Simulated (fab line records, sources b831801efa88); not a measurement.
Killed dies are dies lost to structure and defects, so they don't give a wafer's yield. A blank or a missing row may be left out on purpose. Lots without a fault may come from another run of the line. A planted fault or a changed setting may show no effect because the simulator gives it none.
Which tool did it? | flow sky130 | 11 lots, 33 wafers sampled, at 7 steps of a route of 708

WHAT THE GAUGES READ, wafer by wafer
SKY_LDD_P_TW_MEAS_11.
lot  | measured     | on            | LDD_P_TW
L952 | day 19 14:32 | film_metro-01 | 644 650 648
L953 | day 19 17:54 | film_metro-01 | 648 647 649
L954 | day 20 01:35 | film_metro-03 | 641 640 639
L955 | day 20 08:20 | film_metro-01 | 648 646 648
L956 | day 21 15:02 | film_metro-03 | 638 639 642
L958 | day 21 19:31 | film_metro-03 | 640 640 641
L959 | day 22 02:02 | film_metro-01 | 644 640 639
L960 | day 23 09:18 | film_metro-03 | 639 639 635
L973 | day 27 05:34 | film_metro-04 | 635 631 635
L972 | day 27 07:47 | film_metro-01 | 644 645 640
L974 | day 27 14:18 | film_metro-01 | 645 641 637

SKY_SD_N_OVL_MEAS_08.
lot  | measured     | on         | SD_N_OVL (nm)
L952 | day 28 10:23 | overlay-01 | -0.7 -0.2 -1.9
L953 | day 28 13:17 | overlay-01 | -3.0 -1.8 -1.3
L954 | day 28 22:57 | overlay-02 | -2.3 -1.3 -1.4
L955 | day 29 03:12 | overlay-02 | 0.0 -0.8 0.6
L956 | day 30 08:14 | overlay-01 | -2.3 -1.7 -3.0
L958 | day 30 13:14 | overlay-01 | -2.2 -2.7 -0.8
L959 | day 30 17:12 | overlay-02 | 1.2 1.0 1.1
L960 | day 31 18:35 | overlay-01 | -2.5 -2.9 -1.5
L973 | day 35 08:58 | overlay-02 | -0.1 -2.6 -2.9
L972 | day 35 09:57 | overlay-01 | -1.2 -1.0 -1.1
L974 | day 35 13:44 | overlay-02 | -2.2 -2.2 -0.6

SKY_SD_N_TW_MEAS_12.
lot  | measured     | on            | SD_N_TW
L952 | day 28 10:50 | film_metro-02 | 3981 3975 3962
L953 | day 28 13:44 | film_metro-04 | 3965 3951 3960
L954 | day 28 23:23 | film_metro-04 | 3951 3971 3954
L955 | day 29 03:38 | film_metro-03 | 3974 3971 3975
L956 | day 30 08:40 | film_metro-04 | 3929 3932 3933
L958 | day 30 13:41 | film_metro-02 | 3979 3967 3967
L959 | day 30 17:39 | film_metro-04 | 3844 3845 3848
L960 | day 31 19:02 | film_metro-02 | 3852 3862 3857
L973 | day 35 09:25 | film_metro-02 | 3970 3955 3970
L972 | day 35 10:24 | film_metro-04 | 3947 3981 3951
L974 | day 35 14:11 | film_metro-03 | 3989 3988 3965

SKY_SD_N_RS_MEAS_16: measures by four-point-probe.
lot  | measured     | on            | SD_N_RS (ohm/sq)
L952 | day 28 11:07 | film_metro-02 | 68.47 68.54 68.69
L953 | day 28 14:01 | film_metro-03 | 68.56 68.63 68.59
L954 | day 28 23:41 | film_metro-03 | 68.69 68.59 68.77
L955 | day 29 03:56 | film_metro-02 | 68.53 68.54 68.40
L956 | day 30 08:57 | film_metro-02 | 68.57 68.77 68.57
L958 | day 30 13:58 | film_metro-03 | 68.68 68.67 68.76
L959 | day 30 17:57 | film_metro-04 | 72.60 72.62 72.72
L960 | day 31 19:19 | film_metro-04 | 72.86 72.81 72.86
L973 | day 35 09:43 | film_metro-04 | 68.55 68.79 68.63
L972 | day 35 10:46 | film_metro-04 | 68.72 68.50 68.71
L974 | day 35 14:28 | film_metro-04 | 68.66 68.57 68.49

WHICH TOOL RAN EACH LOT (tool, then ch and the chambers of the sampled wafers, then the start)
lot  | SKY_POLY_CUT_ETCH_10               | SKY_SD_N_IMPLANT_09             | SKY_SD_N_STRIP_11
L952 | rie_diel-03 ch 1,2, day 24 19:55   | implanter-03 ch 0, day 28 10:26 | plasma_asher-01 ch 0,1, day 28 10:44
L953 | rie_diel-03 ch 1,2,3, day 24 23:37 | implanter-02 ch 0, day 28 13:20 | plasma_asher-03 ch 0,1, day 28 13:37
L954 | rie_diel-04 ch 0,2, day 25 08:03   | implanter-02 ch 0, day 28 22:59 | plasma_asher-03 ch 0,1, day 28 23:17
L955 | rie_diel-04 ch 0,2, day 25 12:43   | implanter-04 ch 0, day 29 03:14 | plasma_asher-01 ch 0,1, day 29 03:32
L956 | rie_diel-01 ch 0,2,3, day 26 18:50 | implanter-02 ch 0, day 30 08:16 | plasma_asher-03 ch 0,1, day 30 08:34
L958 | rie_diel-01 ch 0,1,3, day 27 00:05 | implanter-03 ch 0, day 30 13:17 | plasma_asher-03 ch 0,1, day 30 13:35
L959 | rie_diel-03 ch 1,2, day 27 03:36   | implanter-03 ch 0, day 30 17:17 | plasma_asher-02 ch 0,1, day 30 17:34
L960 | rie_diel-04 ch 1,2, day 28 07:19   | implanter-03 ch 0, day 31 18:38 | plasma_asher-02 ch 0,1, day 31 18:56
L973 | rie_diel-01 ch 0,3, day 32 00:29   | implanter-04 ch 0, day 35 09:02 | plasma_asher-03 ch 0,1, day 35 09:19
L972 | rie_diel-04 ch 2,3, day 32 01:10   | implanter-04 ch 0, day 35 10:02 | plasma_asher-01 ch 0,1, day 35 10:19
L974 | rie_diel-03 ch 0,2,3, day 32 07:19 | implanter-02 ch 0, day 35 13:47 | plasma_asher-01 ch 0,1, day 35 14:04
- SKY_POLY_CUT_ETCH_10: etches BARC in N2/H2, stops on SiO2, time 45.9 s, target depth 60 nm.
- SKY_SD_N_IMPLANT_09
- SKY_SD_N_STRIP_11: strips in O2/N2.

WHAT THE TOOLS THEMSELVES READ (means of the sampled wafers that have a number; where no wafer has one, the mark that the record gives instead)
SKY_POLY_CUT_ETCH_10.
lot  | tool        | drypump_motor_current_A (A) | oes_product_au (a.u.) | throttle_valve_pct (%)
L952 | rie_diel-03 | 5.4                         | 0.857                 | 13.226
L953 | rie_diel-03 | 5.5                         | 0.859                 | 13.230
L954 | rie_diel-04 | 5.6                         | 0.855                 | 13.234
L955 | rie_diel-04 | 5.8                         | 0.857                 | 13.224
L956 | rie_diel-01 | 5.5                         | 0.854                 | 13.223
L958 | rie_diel-01 | 5.3                         | 0.855                 | 13.220
L959 | rie_diel-03 | 5.2                         | 0.855                 | 13.211
L960 | rie_diel-04 | 5.7                         | 0.857                 | 13.225
L973 | rie_diel-01 | 5.3                         | 0.855                 | 13.227
L972 | rie_diel-04 | 6.3                         | 0.854                 | 13.220
L974 | rie_diel-03 | 5.7                         | 0.858                 | 13.230

SKY_SD_N_IMPLANT_09.
lot  | tool         | beam_energy_keV
L952 | implanter-03 | 49.994
L953 | implanter-02 | 50.008
L954 | implanter-02 | 49.997
L955 | implanter-04 | 49.999
L956 | implanter-02 | 50.013
L958 | implanter-03 | 49.969
L959 | implanter-03 | 44.615
L960 | implanter-03 | 44.614
L973 | implanter-04 | 50.001
L972 | implanter-04 | 49.993
L974 | implanter-02 | 50.019

SKY_SD_N_STRIP_11.
lot  | tool            | drypump_motor_current_A (A) | o2_flow_sccm (sccm) | oes_product_au (a.u.) | strip_time_to_endpoint_s (s)
L952 | plasma_asher-01 | 5.76                        | 2993                | 0.534                 | 22.64
L953 | plasma_asher-03 | 5.34                        | 3010                | 0.527                 | 22.66
L954 | plasma_asher-03 | 5.32                        | 2994                | 0.531                 | 22.61
L955 | plasma_asher-01 | 5.75                        | 2998                | 0.523                 | 22.68
L956 | plasma_asher-03 | 5.34                        | 3003                | 0.526                 | 22.66
L958 | plasma_asher-03 | 5.52                        | 2999                | 0.527                 | 22.62
L959 | plasma_asher-02 | 5.59                        | 3021                | 0.542                 | 21.84
L960 | plasma_asher-02 | 5.53                        | 2997                | 0.542                 | 21.87
L973 | plasma_asher-03 | 5.51                        | 2998                | 0.528                 | 22.66
L972 | plasma_asher-01 | 5.70                        | 3003                | 0.525                 | 22.65
L974 | plasma_asher-01 | 5.75                        | 3006                | 0.525                 | 22.72

THE ANSWER, worked out from the rows above alone
Rule: what is usual is taken from the lots themselves. Put in order of their means at a reading, lots are off if they are a third of the lots or fewer, leave a main group of 4 or more, and stand apart from it by a gap of 3 or more times the standard deviation of the main group's means; of several such gaps the widest counts. A main group whose means are all the same, to the digits that the tables above print for the reading, isn't used. A lot without any number at a reading at which 4 lots or more have one is off too. The other lots that the step has rows for count as sound. The gauges are gone through in route order, then the tools' own readings, and for those a lot's mean is taken as printed above. The first step at which some lot is off is used, and at that step the reading that is off furthest; a lot without a number counts as furthest.
Off: L959, L960, at SKY_SD_N_TW_MEAS_12 (SD_N_TW). The main group: mean 3963, standard deviation 13.
A tool fits if, at a process step before that reading, it ran every lot that is off, and no sound lot after the first of them. The gauges at SKY_SD_N_TW_MEAS_12 aren't tried: what is off there is off at SKY_SD_N_IMPLANT_09 too, on other tools, and a gauge's error can't cause that. Can't be told from this: 2 tools fit, implanter-03 at SKY_SD_N_IMPLANT_09, plasma_asher-02 at SKY_SD_N_STRIP_11.

WHAT THE SIMULATOR HAD PUT IN
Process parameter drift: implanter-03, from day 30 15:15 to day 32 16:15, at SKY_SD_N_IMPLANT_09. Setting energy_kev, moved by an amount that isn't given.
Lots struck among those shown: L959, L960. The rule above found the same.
